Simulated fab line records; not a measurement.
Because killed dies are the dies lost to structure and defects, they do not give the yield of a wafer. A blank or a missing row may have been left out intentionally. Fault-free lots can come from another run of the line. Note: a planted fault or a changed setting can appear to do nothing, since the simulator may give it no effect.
fab line records	flow gf180mcu
[record] lots = 24	wafers = 72	last_day = 34
route steps=602 shown M1@332 V2@406 M4@460 V5@545 TOP_METAL@581
lots untouched by any fault: they come from a run of this same line in which no faults occurred
start_h: start of the lot's first displayed wafer, in hours after the record's first day	wait_h: hours since the lot's step before	" same as the row above	L1.1+2: a single row standing in for several wafers	- no value, or no start given	* or withheld: withheld	< > ~ a bound
route shown NAME@n: NAME is a module with steps in the file, n the number in the route of the first one	usual: mean/standard deviation of fault-free wafers	same: alike in all rows	chamber/n: place in a boat	sites: per-site readings	_std_site: standard deviation of those values	_edge_site: inner sites' mean taken away from outer sites' mean	radius_mm: for every site, how far away it sits from the centre of the wafer	mask NAME#n: copy n	behind: the last tool/chamber to shape the wafer	hold: cause of the lot's hold/its duration in hours/its outcome	device: transistor that didn't switch, given as n, p or np	end of line: tests of these same wafers at the route's end	where a step has no rows: the recipe by itself	killed: dies that structure and defects cost at the first sort, which is not the same as the wafer's yield	map: shows each die of a wafer: x if killed, . if not, _ if none is there
set.NAME: the run value of the setting; set.NAME@STEP: its run value at that earlier step	model.NAME: the simulator's own value behind a step, which no gauge read
the route's steps for a sample of lots (tables are steps, rows are wafers)
services: from which hour (start_h, from the record's first day; less than 0 if before it) a tool's chamber was out of use, for how many hours, and why
[[steps]]
[step GF_M1_STRIP_17]
[recipe] chemistry = O2/N2	power_w = 1400	pressure_mtorr = 1500	platen_temp_c = 250	o2_flow_sccm = 3000	n2_flow_sccm = 300	overash_fraction = 0.5
[usual] drypump_motor_current_A = 5.8/0.33	heater_power_w = 324/15	oes_product_au = 0.541/0.0048	strip_time_to_endpoint_s = 7.45/0.042
lot.wafer	tool	chamber	start_h	wait_h	drypump_motor_current_A	heater_power_w	oes_product_au	rf_hours_counter_h	strip_time_to_endpoint_s
L074.1	plasma_asher-02	0	370.63	0.1	6.3	322	0.538	71	7.35
L074.2	"	1	"	"	5.5	321	0.538	71	7.42
L074.3	"	0	"	"	6.2	332	0.542	-	7.46
L075.1	plasma_asher-04	0	377.63	0.1	5.8	348	0.536	30	7.46
L075.5	"	0	"	"	5.8	330	0.539	-	7.49
L075.6	"	1	"	"	5.5	323	0.541	-	7.51
L077.2	plasma_asher-04	0	403.89	0.1	5.8	344	0.546	33	7.48
L077.3	"	1	"	"	5.5	307	0.540	-	7.50
L077.5	"	0	"	"	5.8	338	0.542	-	7.51
L076.2	plasma_asher-03	0	405.43	0.1	6.1	297	0.547	59	7.48
L076.5	"	0	"	"	6.2	307	0.552	-	7.56
L076.6	"	1	"	"	5.4	327	0.541	-	7.51
L078.2	plasma_asher-02	1	416.68	0.1	5.5	327	0.541	76	7.48
L078.4	"	1	"	"	5.5	326	0.546	-	7.49
L078.6	"	0	"	"	6.2	342	0.542	-	7.55
L079.2	plasma_asher-03	0	424.48	0.1	6.2	298	0.544	61	7.48
L079.3	"	0	"	"	6.2	298	0.544	-	7.45
L079.4	"	1	"	"	5.5	322	0.545	-	7.51
L080.2	plasma_asher-03	1	430.60	0.2	5.5	322	0.541	62	7.41
L080.5	"	0	"	"	6.2	303	0.547	-	7.46
L080.6	"	1	"	"	5.5	321	0.545	-	7.40
L081.2	plasma_asher-03	0	449.22	0.1	6.2	295	0.546	63	7.49
L081.5	"	0	"	"	6.2	302	0.542	-	7.46
L081.6	"	1	"	"	5.4	340	0.542	-	7.47
L082.1	plasma_asher-02	1	452.47	0.1	5.5	345	0.537	2	7.46
L082.2	"	0	"	"	6.2	337	0.538	2	7.45
L082.3	"	0	"	"	6.2	331	0.549	-	7.41
L083.1	plasma_asher-04	0	453.69	0.1	5.8	342	0.548	38	7.49
L083.2	"	1	"	"	5.5	309	0.536	38	7.43
L083.4	"	0	"	"	5.8	329	0.537	-	7.42
L084.2	plasma_asher-03	0	456.62	0.1	6.2	291	0.535	64	7.41
L084.3	"	0	"	"	6.2	291	0.540	-	7.46
L084.4	"	1	"	"	5.4	336	0.536	-	7.43
L085.2	plasma_asher-03	1	463.27	0.1	5.5	321	0.543	65	7.41
L085.3	"	1	"	"	5.5	330	0.542	-	7.42
L085.5	"	0	"	"	6.2	302	0.536	-	7.41
L086.1	plasma_asher-02	1	475.92	0.1	5.5	343	0.538	4	7.42
L086.2	"	0	"	"	6.2	336	0.531	4	7.39
L086.5	"	1	"	"	5.5	339	0.531	-	7.39
L087.1	plasma_asher-03	0	496.00	0.2	6.2	299	0.533	69	7.44
L087.2	"	1	"	"	5.5	322	0.537	69	7.42
L087.6	"	0	"	"	6.2	299	0.543	-	7.45
L088.2	plasma_asher-02	0	497.47	0.1	6.3	336	0.551	7	7.47
L088.4	"	0	"	"	6.3	338	0.542	-	7.45
L088.5	"	1	"	"	5.5	343	0.535	-	7.48
L089.1	plasma_asher-03	1	508.34	0.1	5.5	319	0.547	70	7.50
L089.2	"	0	"	"	6.2	301	0.549	70	7.44
L089.3	"	0	"	"	6.2	304	0.543	-	7.42
L090.4	plasma_asher-02	0	514.67	0.1	6.2	329	0.536	-	7.44
L090.5	"	1	"	"	5.5	343	0.541	-	7.39
L090.6	"	0	"	"	6.2	336	0.537	-	7.42
L091.4	plasma_asher-04	0	527.37	0.1	5.8	337	0.536	-	7.49
L091.5	"	1	"	"	5.5	310	0.545	-	7.43
L091.6	"	0	"	"	5.8	330	0.538	-	7.46
L092.2	plasma_asher-04	1	531.69	0.1	5.5	316	0.534	46	7.40
L092.3	"	1	"	"	5.5	312	0.539	-	7.46
L092.6	"	1	"	"	5.5	322	0.535	-	7.43
L093.1	plasma_asher-02	0	541.07	0.1	6.2	341	0.546	11	7.48
L093.4	"	1	"	"	5.5	339	0.537	-	7.50
L093.5	"	1	"	"	5.5	347	0.541	-	7.49
L095.1	plasma_asher-03	1	553.67	0.1	5.4	327	0.531	75	7.47
L095.5	"	0	"	"	6.2	305	0.543	-	7.47
L095.6	"	1	"	"	5.4	320	0.533	-	7.49
L094.1	plasma_asher-04	0	555.29	0.1	5.8	337	0.539	49	7.46
L094.2	"	1	"	"	5.5	316	0.536	49	7.47
L094.6	"	1	"	"	5.5	317	0.543	-	7.48
L096.1	plasma_asher-04	0	560.59	0.1	5.8	331	0.534	49	7.39
L096.2	"	1	"	"	5.5	316	0.538	49	7.46
L096.4	"	0	"	"	5.8	326	0.548	-	7.45
L097.2	plasma_asher-03	1	573.34	0.1	5.5	327	0.531	77	7.43
L097.3	"	0	"	"	6.2	307	0.537	-	7.47
L097.5	"	0	"	"	6.2	300	0.537	-	7.34
[step GF_V2_RS_MEAS_24]
[recipe] thk_meas_gauge = four-point-probe	reads = W_of_V2_CVD_23+TiN_of_V2_SPUTTER_22+Ti_of_V2_SPUTTER_21
[usual] V2_W_RS = 0.329/0.0036
lot.wafer	tool	chamber	start_h	wait_h	V2_W_RS[ohm/sq]
L074.1	film_metro-03	-	445.67	0.1	0.323
L074.2	"	-	"	"	0.329
L074.3	"	-	"	"	0.328
L075.1	film_metro-03	-	452.29	0.1	0.328
L075.5	"	-	"	"	0.331
L075.6	"	-	"	"	0.326
L077.2	film_metro-02	-	481.53	0.2	0.329
L077.3	"	-	"	"	0.327
L077.5	"	-	"	"	0.332
L076.2	film_metro-04	-	484.01	0.2	0.333
L076.5	"	-	"	"	0.330
L076.6	"	-	"	"	0.331
L078.2	film_metro-03	-	492.55	0.1	0.332
L078.4	"	-	"	"	0.335
L078.6	"	-	"	"	0.330
L079.2	film_metro-02	-	498.96	0.1	0.334
L079.3	"	-	"	"	0.334
L079.4	"	-	"	"	0.333
L080.2	film_metro-04	-	506.77	0.1	0.332
L080.5	"	-	"	"	0.334
L080.6	"	-	"	"	0.336
L081.2	film_metro-04	-	525.16	0.1	0.328
L081.5	"	-	"	"	0.327
L081.6	"	-	"	"	0.328
L082.1	film_metro-03	-	529.77	0.1	0.328
L082.2	"	-	"	"	0.327
L082.3	"	-	"	"	0.329
L083.1	film_metro-03	-	530.44	0.1	0.329
L083.2	"	-	"	"	0.325
L083.4	"	-	"	"	0.327
L084.2	film_metro-03	-	533.98	0.1	0.328
L084.3	"	-	"	"	0.333
L084.4	"	-	"	"	0.334
L085.2	film_metro-03	-	541.34	0.2	0.327
L085.3	"	-	"	"	0.328
L085.5	"	-	"	"	0.331
L086.1	film_metro-03	-	552.43	0.1	0.330
L086.2	"	-	"	"	0.330
L086.5	"	-	"	"	0.327
L087.1	film_metro-04	-	570.95	0.1	0.330
L087.2	"	-	"	"	0.335
L087.6	"	-	"	"	0.335
L088.2	film_metro-02	-	572.64	0.1	0.325
L088.4	"	-	"	"	0.327
L088.5	"	-	"	"	0.324
L089.1	film_metro-02	-	583.25	0.1	0.324
L089.2	"	-	"	"	0.326
L089.3	"	-	"	"	0.322
L090.4	film_metro-04	-	588.63	0.1	0.331
L090.5	"	-	"	"	0.333
L090.6	"	-	"	"	0.334
L091.4	film_metro-02	-	601.19	0.1	0.330
L091.5	"	-	"	"	0.326
L091.6	"	-	"	"	0.328
L092.2	film_metro-03	-	604.37	0.1	0.327
L092.3	"	-	"	"	0.326
L092.6	"	-	"	"	0.328
L093.1	film_metro-03	-	612.24	0.1	0.328
L093.4	"	-	"	"	0.324
L093.5	"	-	"	"	0.325
L095.1	film_metro-02	-	625.00	0.1	0.329
L095.5	"	-	"	"	0.328
L095.6	"	-	"	"	0.332
L094.1	film_metro-02	-	626.63	0.1	0.326
L094.2	"	-	"	"	0.325
L094.6	"	-	"	"	0.329
L096.1	film_metro-04	-	632.07	0.1	0.325
L096.2	"	-	"	"	0.323
L096.4	"	-	"	"	0.325
L097.2	film_metro-03	-	643.26	0.1	0.326
L097.3	"	-	"	"	0.327
L097.5	"	-	"	"	0.327
[step GF_M4_SPUTTER_04]
[recipe] material = TiN	target_thk_nm = 50	power_w = 6500	time_s = 40.18	chamber_pressure_pa = 0.4
[usual] throttle_valve_pct = 30.4/0.88
lot.wafer	tool	chamber	start_h	wait_h	throttle_valve_pct
L074.1	pvd_sputter-02	-	494.83	0.0	28.2
L074.2	"	-	"	"	30.6
L074.3	"	-	"	"	30.4
L075.1	pvd_sputter-03	-	505.00	0.0	29.9
L075.5	"	-	"	"	30.0
L075.6	"	-	"	"	30.6
L077.2	pvd_sputter-03	-	534.13	0.0	31.5
L077.3	"	-	"	"	30.2
L077.5	"	-	"	"	31.6
L076.2	pvd_sputter-03	-	535.93	0.0	29.8
L076.5	"	-	"	"	31.7
L076.6	"	-	"	"	30.0
L078.2	pvd_sputter-04	-	544.11	0.0	31.0
L078.4	"	-	"	"	28.9
L078.6	"	-	"	"	28.8
L079.2	pvd_sputter-04	-	552.05	0.0	30.6
L079.3	"	-	"	"	30.7
L079.4	"	-	"	"	30.1
L080.2	pvd_sputter-03	-	558.07	0.0	31.0
L080.5	"	-	"	"	31.8
L080.6	"	-	"	"	30.8
L081.2	pvd_sputter-04	-	575.76	0.0	30.0
L081.5	"	-	"	"	30.6
L081.6	"	-	"	"	30.7
L082.1	pvd_sputter-03	-	579.06	0.0	31.4
L082.2	"	-	"	"	30.7
L082.3	"	-	"	"	31.4
L083.1	pvd_sputter-02	-	579.76	0.0	30.2
L083.2	"	-	"	"	28.1
L083.4	"	-	"	"	29.7
L084.2	pvd_sputter-04	-	582.96	0.0	30.6
L084.3	"	-	"	"	30.8
L084.4	"	-	"	"	28.7
L085.2	pvd_sputter-02	-	590.02	0.0	30.4
L085.3	"	-	"	"	30.8
L085.5	"	-	"	"	30.4
L086.1	pvd_sputter-03	-	602.11	0.0	31.9
L086.2	"	-	"	"	30.3
L086.5	"	-	"	"	30.9
L087.1	pvd_sputter-04	-	617.55	0.0	28.8
L087.2	"	-	"	"	31.1
L087.6	"	-	"	"	31.1
L088.2	pvd_sputter-02	-	619.13	0.0	29.8
L088.4	"	-	"	"	30.5
L088.5	"	-	"	"	28.0
L089.1	pvd_sputter-02	-	630.54	0.0	29.5
L089.2	"	-	"	"	28.4
L089.3	"	-	"	"	30.8
L090.4	pvd_sputter-04	-	634.57	0.0	30.8
L090.5	"	-	"	"	30.3
L090.6	"	-	"	"	30.5
L091.4	pvd_sputter-04	-	646.58	0.0	28.9
L091.5	"	-	"	"	28.6
L091.6	"	-	"	"	30.0
L092.2	pvd_sputter-03	-	649.83	0.0	30.0
L092.3	"	-	"	"	31.2
L092.6	"	-	"	"	30.8
L093.1	pvd_sputter-03	-	656.58	0.0	30.2
L093.4	"	-	"	"	31.7
L093.5	"	-	"	"	31.5
L095.1	pvd_sputter-03	-	668.39	0.0	30.5
L095.5	"	-	"	"	30.7
L095.6	"	-	"	"	30.6
L094.1	pvd_sputter-04	-	670.26	0.0	30.5
L094.2	"	-	"	"	30.2
L094.6	"	-	"	"	30.6
L096.1	pvd_sputter-03	-	675.83	0.0	30.1
L096.2	"	-	"	"	31.6
L096.4	"	-	"	"	31.6
L097.2	pvd_sputter-04	-	684.44	0.0	30.6
L097.3	"	-	"	"	28.7
L097.5	"	-	"	"	30.2
[step GF_M4_STRIP_17]
[recipe] chemistry = O2/N2	power_w = 1400	pressure_mtorr = 1500	platen_temp_c = 250	o2_flow_sccm = 3000	n2_flow_sccm = 300	overash_fraction = 0.5
[usual] drypump_motor_current_A = 5.69/0.25	heater_power_w = 326/27	oes_product_au = 0.536/0.0046	strip_time_to_endpoint_s = 7.35/0.05
lot.wafer	tool	chamber	start_h	wait_h	drypump_motor_current_A	heater_power_w	oes_product_au	rf_hours_counter_h	strip_time_to_endpoint_s
L074.1	plasma_asher-03	1	519.45	0.1	5.46	322	0.534	71	7.42
L074.2	"	0	"	"	6.18	296	0.527	71	7.37
L074.3	"	0	"	"	6.14	298	0.533	-	7.41
L075.1	plasma_asher-03	1	528.97	0.1	5.45	328	0.542	72	7.36
L075.5	"	1	"	"	5.46	320	0.529	-	7.34
L075.6	"	0	"	"	6.17	294	0.534	-	7.28
L077.2	plasma_asher-01	0	557.40	0.1	5.76	382	0.542	89	7.41
L077.3	"	1	"	"	5.49	298	0.531	-	7.37
L077.5	"	0	"	"	5.76	391	0.533	-	7.36
L076.2	plasma_asher-04	0	559.06	0.1	5.80	332	0.537	49	7.39
L076.5	"	1	"	"	5.49	319	0.541	-	7.42
L076.6	"	0	"	"	5.80	331	0.537	-	7.37
L078.2	plasma_asher-01	0	567.07	0.1	5.80	386	0.534	90	7.36
L078.4	"	1	"	"	5.46	306	0.532	-	7.29
L078.6	"	0	"	"	5.81	390	0.538	-	7.30
L079.2	plasma_asher-01	1	575.42	0.1	5.48	297	0.538	91	7.39
L079.3	"	0	"	"	5.83	382	0.551	-	7.38
L079.4	"	1	"	"	5.49	303	0.540	-	7.30
L080.2	plasma_asher-01	0	581.07	0.1	5.75	389	0.536	92	7.28
L080.5	"	1	"	"	5.50	302	0.534	-	7.33
L080.6	"	0	"	"	5.77	383	0.531	-	7.29
L081.2	plasma_asher-04	0	598.17	0.1	5.80	348	0.533	53	7.28
L081.5	"	0	"	"	5.81	332	0.532	-	7.31
L081.6	"	1	"	"	5.47	314	0.544	-	7.36
L082.1	plasma_asher-03	1	600.85	0.1	5.47	324	0.538	79	7.32
L082.2	"	0	"	"	6.16	301	0.533	79	7.28
L082.3	"	1	"	"	5.46	332	0.533	-	7.36
L083.1	plasma_asher-04	0	602.45	0.1	5.81	333	0.533	53	7.33
L083.2	"	1	"	"	5.50	319	0.534	53	7.30
L083.4	"	0	"	"	5.80	339	0.534	-	7.28
L084.2	plasma_asher-04	1	604.77	0.1	5.50	308	0.530	54	7.37
L084.3	"	1	"	"	5.53	317	0.533	-	7.35
L084.4	"	0	"	"	5.80	331	0.530	-	7.24
L085.2	plasma_asher-01	1	612.28	0.2	5.46	296	0.535	95	7.37
L085.3	"	0	"	"	5.78	398	0.534	-	7.35
L085.5	"	1	"	"	5.51	298	0.533	-	7.39
L086.1	plasma_asher-03	1	623.82	0.1	5.44	333	0.541	82	7.39
L086.2	"	0	"	"	6.21	294	0.537	82	7.31
L086.5	"	1	"	"	5.43	331	0.531	-	7.33
L087.1	plasma_asher-04	0	638.45	0.2	5.79	345	0.541	57	7.31
L087.2	"	1	"	"	5.49	319	0.537	57	7.37
L087.6	"	1	"	"	5.45	320	0.530	-	7.38
L088.2	plasma_asher-04	1	639.97	0.1	5.48	313	0.542	57	7.47
L088.4	"	1	"	"	5.49	316	0.531	-	7.34
L088.5	"	1	"	"	5.50	321	0.537	-	7.41
L089.1	plasma_asher-03	1	651.70	0.1	5.46	329	0.536	85	7.28
L089.2	"	0	"	"	6.20	298	0.535	85	7.28
L089.3	"	0	"	"	6.16	303	0.530	-	7.28
L090.4	plasma_asher-04	1	654.66	0.1	5.48	319	0.542	-	7.34
L090.5	"	0	"	"	5.81	335	0.530	-	7.34
L090.6	"	1	"	"	5.46	317	0.544	-	7.45
L091.4	plasma_asher-04	0	666.45	0.1	5.80	332	0.534	-	7.34
L091.5	"	0	"	"	5.81	337	0.538	-	7.35
L091.6	"	1	"	"	5.52	317	0.534	-	7.44
L092.2	plasma_asher-04	1	669.65	0.2	5.50	319	0.533	61	7.32
L092.3	"	1	"	"	5.50	328	0.537	-	7.36
L092.6	"	0	"	"	5.81	323	0.541	-	7.37
L093.1	plasma_asher-03	1	674.86	0.1	5.44	327	0.536	87	7.33
L093.4	"	0	"	"	6.20	297	0.538	-	7.34
L093.5	"	1	"	"	5.45	324	0.541	-	7.32
L095.1	plasma_asher-03	0	687.42	0.1	6.13	297	0.535	88	7.33
L095.5	"	0	"	"	6.17	296	0.528	-	7.39
L095.6	"	1	"	"	5.43	322	0.541	-	7.33
L094.1	plasma_asher-04	0	689.32	0.1	5.81	333	0.538	63	7.31
L094.2	"	1	"	"	5.48	321	0.533	63	7.48
L094.6	"	1	"	"	5.49	313	0.531	-	7.33
L096.1	plasma_asher-04	1	695.10	0.1	5.49	317	0.547	64	7.37
L096.2	"	0	"	"	5.80	335	0.534	64	7.38
L096.4	"	1	"	"	5.48	315	0.540	-	7.39
L097.2	plasma_asher-01	0	702.25	0.1	5.78	396	0.536	104	7.46
L097.3	"	0	"	"	5.79	383	0.529	-	7.29
L097.5	"	1	"	"	5.48	298	0.536	-	7.42
[step GF_V5_BOW_MEAS_05]
[recipe] mode = bow
[usual] V5_BOW = 132/11
lot.wafer	tool	chamber	start_h	wait_h	V5_BOW[um]
L074.1	film_metro-04	-	592.92	0.2	144
L074.2	"	-	"	"	151
L074.3	"	-	"	"	143
L075.1	film_metro-04	-	600.88	0.1	113
L075.5	"	-	"	"	122
L075.6	"	-	"	"	125
L077.2	film_metro-04	-	627.49	0.2	136
L077.3	"	-	"	"	136
L077.5	"	-	"	"	147
L076.2	film_metro-01	-	629.41	0.2	134
L076.5	"	-	"	"	140
L076.6	"	-	"	"	149
L078.2	film_metro-01	-	636.95	0.2	136
L078.4	"	-	"	"	137
L078.6	"	-	"	"	143
L079.2	film_metro-03	-	645.70	0.1	139
L079.3	"	-	"	"	126
L079.4	"	-	"	"	121
L080.2	film_metro-04	-	648.83	0.1	133
L080.5	"	-	"	"	119
L080.6	"	-	"	"	122
L081.2	film_metro-04	-	663.15	0.2	139
L081.5	"	-	"	"	125
L081.6	"	-	"	"	136
L082.1	film_metro-01	-	667.25	0.2	133
L082.2	"	-	"	"	141
L082.3	"	-	"	"	146
L083.1	film_metro-04	-	668.66	0.2	148
L083.2	"	-	"	"	137
L083.4	"	-	"	"	131
L084.2	film_metro-01	-	671.11	0.3	135
L084.3	"	-	"	"	113
L084.4	"	-	"	"	126
L085.2	film_metro-04	-	676.27	0.2	125
L085.3	"	-	"	"	118
L085.5	"	-	"	"	114
L086.1	film_metro-04	-	686.81	0.1	126
L086.2	"	-	"	"	109
L086.5	"	-	"	"	121
L087.1	film_metro-03	-	700.23	0.1	130
L087.2	"	-	"	"	115
L087.6	"	-	"	"	104
L088.2	film_metro-03	-	700.90	0.2	143
L088.4	"	-	"	"	141
L088.5	"	-	"	"	140
L089.1	film_metro-01	-	711.00	0.1	120
L089.2	"	-	"	"	121
L089.3	"	-	"	"	134
L090.4	film_metro-04	-	715.09	0.3	136
L090.5	"	-	"	"	127
L090.6	"	-	"	"	139
L091.4	film_metro-04	-	725.14	0.3	113
L091.5	"	-	"	"	121
L091.6	"	-	"	"	124
L092.2	film_metro-03	-	728.55	0.3	136
L092.3	"	-	"	"	137
L092.6	"	-	"	"	144
L093.1	film_metro-04	-	734.97	0.1	129
L093.4	"	-	"	"	135
L093.5	"	-	"	"	138
L095.1	film_metro-01	-	744.05	0.1	117
L095.5	"	-	"	"	136
L095.6	"	-	"	"	115
L094.1	film_metro-03	-	746.39	0.1	135
L094.2	"	-	"	"	129
L094.6	"	-	"	"	140
L096.1	film_metro-03	-	753.08	0.3	154
L096.2	"	-	"	"	132
L096.4	"	-	"	"	161
L097.2	film_metro-01	-	757.51	0.3	134
L097.3	"	-	"	"	142
L097.5	"	-	"	"	142
[step GF_TOP_METAL_CD_MEAS_14]
[recipe] target_cd_nm = 440
[usual] cd_nm = 440.6/2.5
lot.wafer	tool	chamber	start_h	wait_h	cd_nm
L074.1	cd_sem-02	-	636.54	0.1	441.5
L074.2	"	-	"	"	443.7
L074.3	"	-	"	"	441.7
L075.1	cd_sem-01	-	645.07	0.1	441.6
L075.5	"	-	"	"	442.4
L075.6	"	-	"	"	442.7
L077.2	cd_sem-01	-	669.56	0.1	438.0
L077.3	"	-	"	"	438.2
L077.5	"	-	"	"	435.9
L076.2	cd_sem-01	-	670.21	0.1	440.8
L076.5	"	-	"	"	439.5
L076.6	"	-	"	"	440.1
L078.2	cd_sem-01	-	676.87	0.1	440.3
L078.4	"	-	"	"	439.4
L078.6	"	-	"	"	439.5
L079.2	cd_sem-01	-	684.39	0.1	435.7
L079.3	"	-	"	"	436.6
L079.4	"	-	"	"	438.8
L080.2	cd_sem-02	-	688.19	0.1	438.9
L080.5	"	-	"	"	441.4
L080.6	"	-	"	"	441.5
L081.2	cd_sem-02	-	700.29	0.1	444.3
L081.5	"	-	"	"	443.1
L081.6	"	-	"	"	445.6
L082.1	cd_sem-02	-	703.62	0.1	445.6
L082.2	"	-	"	"	443.9
L082.3	"	-	"	"	443.9
L083.1	cd_sem-01	-	707.39	0.1	441.9
L083.2	"	-	"	"	440.1
L083.4	"	-	"	"	439.9
L084.2	cd_sem-01	-	709.91	0.1	436.2
L084.3	"	-	"	"	435.1
L084.4	"	-	"	"	437.6
L085.2	cd_sem-01	-	715.49	0.1	441.4
L085.3	"	-	"	"	439.0
L085.5	"	-	"	"	441.6
L086.1	cd_sem-02	-	723.59	0.1	444.2
L086.2	"	-	"	"	445.6
L086.5	"	-	"	"	444.4
L087.1	cd_sem-01	-	736.50	0.1	441.8
L087.2	"	-	"	"	440.1
L087.6	"	-	"	"	438.6
L088.2	cd_sem-02	-	737.46	0.1	439.5
L088.4	"	-	"	"	443.1
L088.5	"	-	"	"	440.5
L089.1	cd_sem-02	-	747.25	0.1	438.5
L089.2	"	-	"	"	440.1
L089.3	"	-	"	"	440.1
L090.4	cd_sem-01	-	750.42	0.1	439.5
L090.5	"	-	"	"	437.1
L090.6	"	-	"	"	439.3
L091.4	cd_sem-02	-	758.26	0.1	436.9
L091.5	"	-	"	"	439.6
L091.6	"	-	"	"	439.7
L092.2	cd_sem-01	-	762.20	0.1	444.3
L092.3	"	-	"	"	441.3
L092.6	"	-	"	"	445.5
L093.1	cd_sem-02	-	768.93	0.1	440.8
L093.4	"	-	"	"	438.8
L093.5	"	-	"	"	438.5
L095.1	cd_sem-02	-	777.00	0.1	437.6
L095.5	"	-	"	"	439.3
L095.6	"	-	"	"	437.6
L094.1	cd_sem-01	-	779.72	0.1	444.5
L094.2	"	-	"	"	444.2
L094.6	"	-	"	"	440.4
L096.1	cd_sem-02	-	785.97	0.1	436.8
L096.2	"	-	"	"	437.9
L096.4	"	-	"	"	438.0
L097.2	cd_sem-01	-	794.35	4.7	440.5
L097.3	"	-	"	"	442.2
L097.5	"	-	"	"	440.8
[[services]]
tool	chamber	start_h	hours	kind
plasma_asher-01	-	358.67	1.3	repair
pvd_sputter-02	-	381.69	18.4	repair
pvd_sputter-03	-	400.50	1.3	repair
plasma_asher-02	-	421.25	9.0	pm
pvd_sputter-02	-	439.97	6.6	repair
pvd_sputter-04	3	440.33	-	consumable_replace:kit
pvd_sputter-04	3	440.33	18.0	scheduled_down
plasma_asher-02	-	456.56	2.8	pm
plasma_asher-04	-	457.35	3.4	repair
pvd_sputter-02	-	520.44	0.5	repair
pvd_sputter-03	1	523.20	-	consumable_replace:kit
pvd_sputter-03	1	523.20	18.0	scheduled_down
pvd_sputter-03	1	523.20	18.0	vent_cycle
plasma_asher-02	-	526.84	3.7	repair
pvd_sputter-02	-	582.64	3.7	repair
plasma_asher-01	-	585.38	1.0	repair
plasma_asher-04	-	592.52	4.0	pm
plasma_asher-04	-	618.52	2.2	repair
pvd_sputter-03	-	619.16	4.0	repair
pvd_sputter-03	-	641.98	7.5	repair
pvd_sputter-03	0	668.43	-	consumable_replace:kit
pvd_sputter-03	0	668.43	18.0	scheduled_down
pvd_sputter-03	0	668.43	18.0	vent_cycle
pvd_sputter-04	-	693.54	2.1	repair
[[key]]
fault none
